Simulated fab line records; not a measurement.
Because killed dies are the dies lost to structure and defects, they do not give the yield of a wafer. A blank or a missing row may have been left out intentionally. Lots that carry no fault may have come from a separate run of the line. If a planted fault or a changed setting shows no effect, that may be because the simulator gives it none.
fab line records | flow sky130 | part 1 of 2: steps 1 to 28 of 38
record lots=5 wafers=15 lastDay=50
route steps=708 shown VT_ADJUST_LVTN@109 VT_ADJUST_NCORE@119 VT_ADJUST_HVTR@131 VT_ADJUST_PCH@143
lots with no fault: from the same line, run without faults
startH: start of the lot's first displayed wafer, in hours after the record's first day | waitH: hours since the lot's step before | " the same as in the row above | L1.1+2: a single row standing in for several wafers | - no value, or no start was given | * or withheld: withheld | < > ~ a bound
route shown NAME@n: names a module that has steps shown in the file, with the first one's number in the route | usual: average and standard deviation across the fault-free wafers | same: alike in all rows | chamber/n: place in a boat | sites: each site's reading | _std_site: the standard deviation of these | _edge_site: inner sites' mean taken away from outer sites' mean | radiusMm: how far each site lies from the wafer's centre | mask NAME#n: copy n | behind: the tool/chamber that last shaped the wafer | hold: what put the lot on hold/how long, in hours/how the hold closed | device: transistor that didn't switch, given as n, p or np | end of line: tests of these same wafers at the route's end | step lacking rows: just its recipe | killed: dies lost to structure and defects at the first sort, not the wafer's yield | map: per-die view of a wafer (x killed, . not killed, _ where there is no die)
set.NAME: the setting that was run; set.NAME@STEP: the one run at that earlier step | model.NAME: the simulator's own value behind a step, which no gauge read
certain route steps with their lots: each step a table, each wafer a row
services: a tool's chamber out of use, with start hour (startH, from the record's first day; less than 0 if before it), hours out, and reason
## steps
# step SKY_VT_ADJUST_LVTN_HMDS_12
# recipe primeTimeS=60 primeTempC=120
# columns lot.wafer tool chamber startH waitH
L075.1+5+6 lithoTrack-02 0 157.24 0.1
L079.2+4+5 lithoTrack-02 0 184.22 0.1
L087.1+2+5 lithoTrack-02 0 237.24 0.1
L089.1+2+3 lithoTrack-02 0 249.59 0.1
L096.1+2+6 lithoTrack-01 0 298.50 0.1
# step SKY_VT_ADJUST_LVTN_COAT_13
# recipe resist=NOVOLAK spinRpm=3000 resistThkNm=1140
# columns lot.wafer tool chamber startH waitH
L075.1+5+6 lithoTrack-02 0 157.39 0.1
L079.2+4+5 lithoTrack-02 0 184.37 0.1
L087.1+2+5 lithoTrack-02 0 237.39 0.1
L089.1+2+3 lithoTrack-02 0 249.74 0.1
L096.1+2+6 lithoTrack-01 0 298.65 0.1
# step SKY_VT_ADJUST_LVTN_SOFTBAKE_14
# recipe tempC=90 timeS=60 resist=NOVOLAK
# usual heaterPowerTotalW=56.60/0.044
# columns lot.wafer tool chamber startH waitH heaterPowerTotalW
L075.1 lithoTrack-02 0 157.54 0.1 56.61
L075.5 " 0 " " 56.57
L075.6 " 0 " " 56.56
L079.2 lithoTrack-02 0 184.52 0.1 56.57
L079.4 " 0 " " 56.61
L079.5 " 0 " " 56.60
L087.1 lithoTrack-02 0 237.54 0.1 56.63
L087.2 " 0 " " 56.60
L087.5 " 0 " " 56.58
L089.1 lithoTrack-02 0 249.89 0.1 56.63
L089.2 " 0 " " 56.64
L089.3 " 0 " " 56.58
L096.1 lithoTrack-01 0 298.80 0.1 56.62
L096.2 " 0 " " 56.60
L096.6 " 0 " " 56.64
# step SKY_VT_ADJUST_LVTN_EXPOSE_15
# recipe maskId=HVN_STD_DERIVED na=0.6 sourceShape=conventional sigmaOuter=0.6 polarization=unpolarized targetCdNm=600 doseMj=163
# usual stageVelMmS=500.03/0.23
# columns lot.wafer tool chamber startH waitH mask stageVelMmS
L075.1 ilineStepper-02 0 - - HVN_STD_DERIVED#0 500.11
L075.5 " 0 " " HVN_STD_DERIVED#0 499.80
L075.6 " 0 " " HVN_STD_DERIVED#0 500.18
L079.2 ilineStepper-01 0 - - HVN_STD_DERIVED#0 499.98
L079.4 " 0 " " HVN_STD_DERIVED#0 499.91
L079.5 " 0 " " HVN_STD_DERIVED#0 500.28
L087.1 ilineStepper-01 0 - - HVN_STD_DERIVED#0 499.83
L087.2 " 0 " " HVN_STD_DERIVED#0 500.19
L087.5 " 0 " " HVN_STD_DERIVED#0 500.34
L089.1 ilineStepper-01 0 - - HVN_STD_DERIVED#0 500.69
L089.2 " 0 " " HVN_STD_DERIVED#0 500.51
L089.3 " 0 " " HVN_STD_DERIVED#0 500.12
L096.1 ilineStepper-02 0 - - HVN_STD_DERIVED#0 500.23
L096.2 " 0 " " HVN_STD_DERIVED#0 500.21
L096.6 " 0 " " HVN_STD_DERIVED#0 500.31
# step SKY_VT_ADJUST_LVTN_PEB_16
# recipe tempC=withheld timeS=* resist=NOVOLAK
# columns lot.wafer tool chamber startH waitH
L075.1+5+6 lithoTrack-04 0 - -
L079.2+4+5 lithoTrack-02 0 - -
L087.1+2+5 lithoTrack-04 0 - -
L089.1+2+3 lithoTrack-01 0 - -
L096.1+2+6 lithoTrack-02 0 - -
# step SKY_VT_ADJUST_LVTN_DEVELOP_17
# recipe resist=NOVOLAK developer=TMAH developTimeS=60 devTempC=23
# columns lot.wafer tool chamber startH waitH
L075.1+5+6 lithoTrack-04 0 167.47 0.1
L079.2+4+5 lithoTrack-02 0 194.82 0.1
L087.1+2+5 lithoTrack-04 0 249.52 0.1
L089.1+2+3 lithoTrack-01 0 261.90 0.1
L096.1+2+6 lithoTrack-02 0 311.59 0.1
# step SKY_VT_ADJUST_LVTN_OVL_MEAS_18
# usual VT_ADJUST_LVTN_01_OVL=0.9/1.5
# columns lot.wafer tool chamber startH waitH VT_ADJUST_LVTN_01_OVL[nm]
L075.1 overlay-02 - 167.62 0.1 1.6
L075.5 " - " " 3.4
L075.6 " - " " 0.4
L079.2 overlay-01 - 194.95 0.1 1.6
L079.4 " - " " 3.3
L079.5 " - " " 1.6
L087.1 overlay-01 - 249.67 0.1 1.4
L087.2 " - " " 1.1
L087.5 " - " " 1.4
L089.1 overlay-01 - 262.05 0.1 1.0
L089.2 " - " " 2.5
L089.3 " - " " 4.7
L096.1 overlay-02 - 311.74 0.1 -1.0
L096.2 " - " " 0.6
L096.6 " - " " -0.8
# step SKY_VT_ADJUST_LVTN_IMPLANT_19
# recipe species=B energyKev=30 doseCm2=6.5e+11 tiltDeg=withheld
# usual endStationPressureTorr=4.99e-06/2.4e-07
# same implantIonAmu=11
# columns lot.wafer tool chamber startH waitH endStationPressureTorr
L075.1 implanter-03 0 167.66 0.0 5.11e-06
L075.5 " 0 " " 4.84e-06
L075.6 " 0 " " 5.12e-06
L079.2 implanter-04 0 195.00 0.0 4.77e-06
L079.4 " 0 " " 4.98e-06
L079.5 " 0 " " 4.79e-06
L087.1 implanter-03 0 249.71 0.0 5.06e-06
L087.2 " 0 " " 4.98e-06
L087.5 " 0 " " 5.48e-06
L089.1 implanter-03 0 262.08 0.0 5.04e-06
L089.2 " 0 " " 5.44e-06
L089.3 " 0 " " 5.04e-06
L096.1 implanter-03 0 311.78 0.0 4.72e-06
L096.2 " 0 " " 4.61e-06
L096.6 " 0 " " 4.67e-06
# step SKY_VT_ADJUST_LVTN_STRIP_20
# recipe chemistry=O2/N2 powerW=1400 pressureMtorr=1500 platenTempC=withheld o2FlowSccm=3000 n2FlowSccm=300 overashFraction=0.5
# usual drypumpMotorCurrentA=5.45/0.29 o2FlowSccm=3001/8.5 oesProductAu=0.715/0.0046 stripTimeToEndpointS=14.18/0.048
# columns lot.wafer tool chamber startH waitH drypumpMotorCurrentA o2FlowSccm oesProductAu rfHoursCounterH stripTimeToEndpointS
L075.1 plasmaAsher-04 0 167.81 0.1 4.99 2996 0.718 37 14.16
L075.5 " 0 " " 4.99 2995 0.716 - 14.15
L075.6 " 1 " " 5.47 3009 0.722 - 14.18
L079.2 plasmaAsher-02 0 195.13 0.1 5.54 3018 0.718 52 14.22
L079.4 " 0 " " 5.56 3013 0.715 - 14.17
L079.5 " 1 " " 5.58 3005 0.709 - 14.18
L087.1 plasmaAsher-04 1 249.86 0.1 5.43 2994 0.719 45 14.17
L087.2 " 0 " " 5.02 3003 0.711 45 14.21
L087.5 " 0 " " 4.98 3004 0.706 - 14.21
L089.1 plasmaAsher-04 1 262.23 0.1 5.43 3001 0.717 47 14.16
L089.2 " 0 " " 4.97 3016 0.716 47 14.13
L089.3 " 1 " " 5.43 2994 0.709 - 14.17
L096.1 plasmaAsher-04 1 311.93 0.1 5.42 2992 0.720 50 14.13
L096.2 " 0 " " 4.96 3006 0.719 50 14.15
L096.6 " 0 " " 4.96 3003 0.718 - 14.16
# step SKY_VT_ADJUST_LVTN_TW_MEAS_21
# usual VT_ADJUST_LVTN_2_TW=187.2/2.3
# columns lot.wafer tool chamber startH waitH VT_ADJUST_LVTN_2_TW
L075.1 filmMetro-02 - 167.91 0.1 185.6
L075.5 " - " " 185.2
L075.6 " - " " 184.4
L079.2 filmMetro-03 - 195.24 0.1 187.8
L079.4 " - " " 187.1
L079.5 " - " " 186.2
L087.1 filmMetro-01 - 249.96 0.1 189.5
L087.2 " - " " 189.3
L087.5 " - " " 191.3
L089.1 filmMetro-01 - 262.33 0.1 189.9
L089.2 " - " " 190.6
L089.3 " - " " 190.2
L096.1 filmMetro-01 - 312.03 0.1 189.2
L096.2 " - " " 189.6
L096.6 " - " " 189.9
# step SKY_VT_ADJUST_NCORE_DEHYDRATE_00
# recipe tempC=200 timeS=60
# usual heaterPowerTotalW=160.35/0.13
# columns lot.wafer tool chamber startH waitH heaterPowerTotalW
L075.1 lithoTrack-01 0 178.15 10.2 160.52
L075.5 " 0 " " 160.43
L075.6 " 0 " " 160.41
L079.2 lithoTrack-01 0 205.62 10.4 160.22
L079.4 " 0 " " 160.33
L079.5 " 0 " " 160.45
L087.1 lithoTrack-02 0 261.64 11.7 160.37
L087.2 " 0 " " 160.63
L087.5 " 0 " " 160.25
L089.1 lithoTrack-02 0 273.39 11.1 160.21
L089.2 " 0 " " 160.25
L089.3 " 0 " " 160.23
L096.1 lithoTrack-02 0 324.84 12.8 160.22
L096.2 " 0 " " 160.32
L096.6 " 0 " " 160.44
# step SKY_VT_ADJUST_NCORE_HMDS_01
# recipe primeTimeS=60 primeTempC=120
# columns lot.wafer tool chamber startH waitH
L075.1+5+6 lithoTrack-01 0 178.30 0.1
L079.2+4+5 lithoTrack-01 0 205.77 0.1
L087.1+2+5 lithoTrack-02 0 261.79 0.1
L089.1+2+3 lithoTrack-02 0 273.54 0.1
L096.1+2+6 lithoTrack-02 0 324.99 0.1
# step SKY_VT_ADJUST_NCORE_COAT_02
# recipe resist=NOVOLAK spinRpm=3000 resistThkNm=1120
# columns lot.wafer tool chamber startH waitH
L075.1+5+6 lithoTrack-01 0 178.45 0.1
L079.2+4+5 lithoTrack-01 0 205.92 0.1
L087.1+2+5 lithoTrack-02 0 261.94 0.1
L089.1+2+3 lithoTrack-02 0 273.69 0.1
L096.1+2+6 lithoTrack-02 0 325.14 0.1
# step SKY_VT_ADJUST_NCORE_SOFTBAKE_03
# recipe tempC=90 timeS=60 resist=NOVOLAK
# usual heaterPowerTotalW=56.59/0.046
# columns lot.wafer tool chamber startH waitH heaterPowerTotalW
L075.1 lithoTrack-01 0 178.60 0.1 56.53
L075.5 " 0 " " 56.63
L075.6 " 0 " " 56.57
L079.2 lithoTrack-01 0 206.07 0.1 56.68
L079.4 " 0 " " 56.54
L079.5 " 0 " " 56.63
L087.1 lithoTrack-02 0 262.09 0.1 56.60
L087.2 " 0 " " 56.67
L087.5 " 0 " " 56.64
L089.1 lithoTrack-02 0 273.84 0.1 56.59
L089.2 " 0 " " 56.60
L089.3 " 0 " " 56.62
L096.1 lithoTrack-02 0 325.29 0.1 56.65
L096.2 " 0 " " 56.65
L096.6 " 0 " " 56.57
# step SKY_VT_ADJUST_NCORE_EXPOSE_04
# recipe maskId=LVTN_COMPLEMENT_THIN na=0.6 sourceShape=conventional sigmaOuter=0.6 polarization=unpolarized targetCdNm=380 doseMj=139
# usual stageVelMmS=500.02/0.27
# columns lot.wafer tool chamber startH waitH mask stageVelMmS
L075.1 ilineStepper-02 0 - - LVTN_COMPLEMENT_THIN#0 499.74
L075.5 " 0 " " LVTN_COMPLEMENT_THIN#0 499.73
L075.6 " 0 " " LVTN_COMPLEMENT_THIN#0 500.06
L079.2 ilineStepper-02 0 - - LVTN_COMPLEMENT_THIN#0 499.61
L079.4 " 0 " " LVTN_COMPLEMENT_THIN#0 499.79
L079.5 " 0 " " LVTN_COMPLEMENT_THIN#0 499.49
L087.1 ilineStepper-02 0 - - LVTN_COMPLEMENT_THIN#0 500.00
L087.2 " 0 " " LVTN_COMPLEMENT_THIN#0 500.42
L087.5 " 0 " " LVTN_COMPLEMENT_THIN#0 499.84
L089.1 ilineStepper-01 0 - - LVTN_COMPLEMENT_THIN#0 500.48
L089.2 " 0 " " LVTN_COMPLEMENT_THIN#0 500.06
L089.3 " 0 " " LVTN_COMPLEMENT_THIN#0 500.46
L096.1 ilineStepper-01 0 - - LVTN_COMPLEMENT_THIN#0 500.23
L096.2 " 0 " " LVTN_COMPLEMENT_THIN#0 500.29
L096.6 " 0 " " LVTN_COMPLEMENT_THIN#0 500.09
# step SKY_VT_ADJUST_NCORE_PEB_05
# recipe tempC=withheld timeS=* resist=NOVOLAK
# columns lot.wafer tool chamber startH waitH
L075.1+5+6 lithoTrack-03 0 - -
L079.2+4+5 lithoTrack-03 0 - -
L087.1+2+5 lithoTrack-02 0 - -
L089.1+2+3 lithoTrack-03 0 - -
L096.1+2+6 lithoTrack-02 0 - -
# step SKY_VT_ADJUST_NCORE_DEVELOP_06
# recipe resist=NOVOLAK developer=TMAH developTimeS=60 devTempC=23
# columns lot.wafer tool chamber startH waitH
L075.1+5+6 lithoTrack-03 0 188.79 0.1
L079.2+4+5 lithoTrack-03 0 216.56 0.1
L087.1+2+5 lithoTrack-02 0 274.14 0.1
L089.1+2+3 lithoTrack-03 0 285.44 0.1
L096.1+2+6 lithoTrack-02 0 337.84 0.1
# step SKY_VT_ADJUST_NCORE_CD_MEAS_07
# recipe targetCdNm=380
# usual cdNm=380.8/2.5
# columns lot.wafer tool chamber startH waitH cdNm
L075.1 cdSem-02 - 188.94 0.1 379.6
L075.5 " - " " 381.2
L075.6 " - " " 381.5
L079.2 cdSem-02 - 216.71 0.1 379.2
L079.4 " - " " 378.7
L079.5 " - " " 379.9
L087.1 cdSem-01 - 274.29 0.1 377.5
L087.2 " - " " 377.8
L087.5 " - " " 377.8
L089.1 cdSem-02 - 285.59 0.1 379.5
L089.2 " - " " 381.6
L089.3 " - " " 380.7
L096.1 cdSem-01 - 337.99 0.1 380.6
L096.2 " - " " 380.1
L096.6 " - " " 382.8
# step SKY_VT_ADJUST_NCORE_OVL_MEAS_08
# usual VT_ADJUST_NCORE_OVL=-0.5/1.6
# columns lot.wafer tool chamber startH waitH VT_ADJUST_NCORE_OVL[nm]
L075.1 overlay-02 - 189.06 0.1 -2.7
L075.5 " - " " -0.6
L075.6 " - " " -0.8
L079.2 overlay-01 - 216.81 0.1 -2.9
L079.4 " - " " -2.8
L079.5 " - " " -2.5
L087.1 overlay-02 - 274.41 0.1 0.2
L087.2 " - " " -0.5
L087.5 " - " " -1.2
L089.1 overlay-01 - 285.71 0.1 0.5
L089.2 " - " " 0.7
L089.3 " - " " -2.6
L096.1 overlay-02 - 338.11 0.1 0.3
L096.2 " - " " -0.4
L096.6 " - " " -0.8
# step SKY_VT_ADJUST_NCORE_IMPLANT_09
# recipe species=B energyKev=10 doseCm2=2.4e+12 tiltDeg=withheld
# usual endStationPressureTorr=4.99e-06/2.8e-07
# same implantIonAmu=11
# columns lot.wafer tool chamber startH waitH endStationPressureTorr
L075.1 implanter-03 0 189.09 0.0 5.08e-06
L075.5 " 0 " " 4.7e-06
L075.6 " 0 " " 4.64e-06
L079.2 implanter-02 0 216.87 0.0 5.03e-06
L079.4 " 0 " " 5.43e-06
L079.5 " 0 " " 5.09e-06
L087.1 implanter-04 0 274.45 0.0 4.96e-06
L087.2 " 0 " " 5.44e-06
L087.5 " 0 " " 5.18e-06
L089.1 implanter-04 0 285.74 0.0 5.32e-06
L089.2 " 0 " " 4.88e-06
L089.3 " 0 " " 5.33e-06
L096.1 implanter-04 0 338.15 0.0 4.73e-06
L096.2 " 0 " " 4.75e-06
L096.6 " 0 " " 4.93e-06
# step SKY_VT_ADJUST_NCORE_STRIP_10
# recipe chemistry=O2/N2 powerW=1400 pressureMtorr=1500 platenTempC=withheld o2FlowSccm=3000 n2FlowSccm=300 overashFraction=0.5
# usual drypumpMotorCurrentA=5.7/0.5 o2FlowSccm=3000/8.6 oesProductAu=0.715/0.0044 stripTimeToEndpointS=13.92/0.042
# columns lot.wafer tool chamber startH waitH drypumpMotorCurrentA o2FlowSccm oesProductAu rfHoursCounterH stripTimeToEndpointS
L075.1 plasmaAsher-03 0 189.24 0.1 6.1 2995 0.716 48 13.97
L075.5 " 0 " " 6.1 2996 0.711 - 13.92
L075.6 " 1 " " 6.4 2995 0.718 - 13.96
L079.2 plasmaAsher-04 1 216.99 0.1 5.4 2991 0.716 42 13.91
L079.4 " 0 " " 5.0 3017 0.719 - 13.91
L079.5 " 0 " " 5.0 3003 0.722 - 13.92
L087.1 plasmaAsher-02 1 274.60 0.1 5.5 2997 0.710 60 13.95
L087.2 " 0 " " 5.5 3007 0.723 60 13.94
L087.5 " 1 " " 5.6 3008 0.711 - 13.93
L089.1 plasmaAsher-03 1 285.89 0.1 6.5 3003 0.718 57 13.92
L089.2 " 0 " " 6.1 2993 0.718 57 13.91
L089.3 " 0 " " 6.1 2989 0.716 - 13.93
L096.1 plasmaAsher-03 0 338.30 0.1 6.1 2987 0.714 62 13.86
L096.2 " 1 " " 6.5 3005 0.718 62 13.87
L096.6 " 1 " " 6.5 2999 0.710 - 13.84
# step SKY_VT_ADJUST_NCORE_TW_MEAS_11
# usual VT_ADJUST_NCORE_TW=219.6/1.4
# columns lot.wafer tool chamber startH waitH VT_ADJUST_NCORE_TW
L075.1 filmMetro-03 - 189.34 0.1 217.1
L075.5 " - " " 216.9
L075.6 " - " " 218.3
L079.2 filmMetro-04 - 217.10 0.1 220.4
L079.4 " - " " 218.8
L079.5 " - " " 219.4
L087.1 filmMetro-04 - 274.70 0.1 219.6
L087.2 " - " " 219.2
L087.5 " - " " 219.3
L089.1 filmMetro-03 - 285.99 0.1 218.9
L089.2 " - " " 219.1
L089.3 " - " " 219.7
L096.1 filmMetro-03 - 338.40 0.1 219.6
L096.2 " - " " 219.9
L096.6 " - " " 219.8
# step SKY_VT_ADJUST_HVTR_DEHYDRATE_00
# recipe tempC=200 timeS=60
# usual heaterPowerTotalW=160.38/0.13
# columns lot.wafer tool chamber startH waitH heaterPowerTotalW
L075.1 lithoTrack-04 0 199.77 10.4 160.38
L075.5 " 0 " " 160.33
L075.6 " 0 " " 160.37
L079.2 lithoTrack-04 0 227.30 10.2 160.35
L079.4 " 0 " " 160.41
L079.5 " 0 " " 160.35
L087.1 lithoTrack-02 0 285.89 11.2 160.48
L087.2 " 0 " " 160.35
L087.5 " 0 " " 160.33
L089.1 lithoTrack-02 0 298.34 12.3 160.46
L089.2 " 0 " " 160.26
L089.3 " 0 " " 160.42
L096.1 lithoTrack-04 0 351.12 12.7 160.57
L096.2 " 0 " " 160.21
L096.6 " 0 " " 160.24
# step SKY_VT_ADJUST_HVTR_HMDS_01
# recipe primeTimeS=60 primeTempC=120
# columns lot.wafer tool chamber startH waitH
L075.1+5+6 lithoTrack-04 0 199.92 0.1
L079.2+4+5 lithoTrack-04 0 227.45 0.1
L087.1+2+5 lithoTrack-02 0 286.04 0.1
L089.1+2+3 lithoTrack-02 0 298.49 0.1
L096.1+2+6 lithoTrack-04 0 351.27 0.1
# step SKY_VT_ADJUST_HVTR_COAT_02
# recipe resist=NOVOLAK spinRpm=3000 resistThkNm=1140
# columns lot.wafer tool chamber startH waitH
L075.1+5+6 lithoTrack-04 0 200.07 0.1
L079.2+4+5 lithoTrack-04 0 227.60 0.1
L087.1+2+5 lithoTrack-02 0 286.19 0.1
L089.1+2+3 lithoTrack-02 0 298.64 0.1
L096.1+2+6 lithoTrack-04 0 351.42 0.1
# step SKY_VT_ADJUST_HVTR_SOFTBAKE_03
# recipe tempC=91.09 timeS=60 resist=NOVOLAK
# usual heaterPowerTotalW=57.56/0.046
# columns lot.wafer tool chamber startH waitH heaterPowerTotalW
L075.1 lithoTrack-04 0 200.22 0.1 57.57
L075.5 " 0 " " 57.58
L075.6 " 0 " " 57.59
L079.2 lithoTrack-04 0 227.75 0.1 57.57
L079.4 " 0 " " 57.53
L079.5 " 0 " " 57.64
L087.1 lithoTrack-02 0 286.34 0.1 57.56
L087.2 " 0 " " 57.54
L087.5 " 0 " " 57.52
L089.1 lithoTrack-02 0 298.79 0.1 57.47
L089.2 " 0 " " 57.53
L089.3 " 0 " " 57.59
L096.1 lithoTrack-04 0 351.57 0.1 57.57
L096.2 " 0 " " 57.56
L096.6 " 0 " " 57.51
# step SKY_VT_ADJUST_HVTR_EXPOSE_04
# recipe maskId=HVTRM targetCdNm=380 na=0.6 sourceShape=conventional sigmaOuter=0.6 doseMj=150
# usual stageVelMmS=499.95/0.26
# columns lot.wafer tool chamber startH waitH mask stageVelMmS
L075.1 ilineStepper-01 0 - - HVTRM#0 500.01
L075.5 " 0 " " HVTRM#0 500.09
L075.6 " 0 " " HVTRM#0 499.44
L079.2 ilineStepper-01 0 - - HVTRM#0 499.89
L079.4 " 0 " " HVTRM#0 499.67
L079.5 " 0 " " HVTRM#0 500.25
L087.1 ilineStepper-01 0 - - HVTRM#0 499.59
L087.2 " 0 " " HVTRM#0 499.94
L087.5 " 0 " " HVTRM#0 499.86
L089.1 ilineStepper-01 0 - - HVTRM#0 500.16
L089.2 " 0 " " HVTRM#0 500.16
L089.3 " 0 " " HVTRM#0 500.29
L096.1 ilineStepper-01 0 - - HVTRM#0 499.67
L096.2 " 0 " " HVTRM#0 499.96
L096.6 " 0 " " HVTRM#0 500.01
# step SKY_VT_ADJUST_HVTR_PEB_05
# recipe tempC=withheld timeS=* resist=NOVOLAK
# columns lot.wafer tool chamber startH waitH
L075.1+5+6 lithoTrack-02 0 - -
L079.2+4+5 lithoTrack-04 0 - -
L087.1+2+5 lithoTrack-04 0 - -
L089.1+2+3 lithoTrack-04 0 - -
L096.1+2+6 lithoTrack-02 0 - -
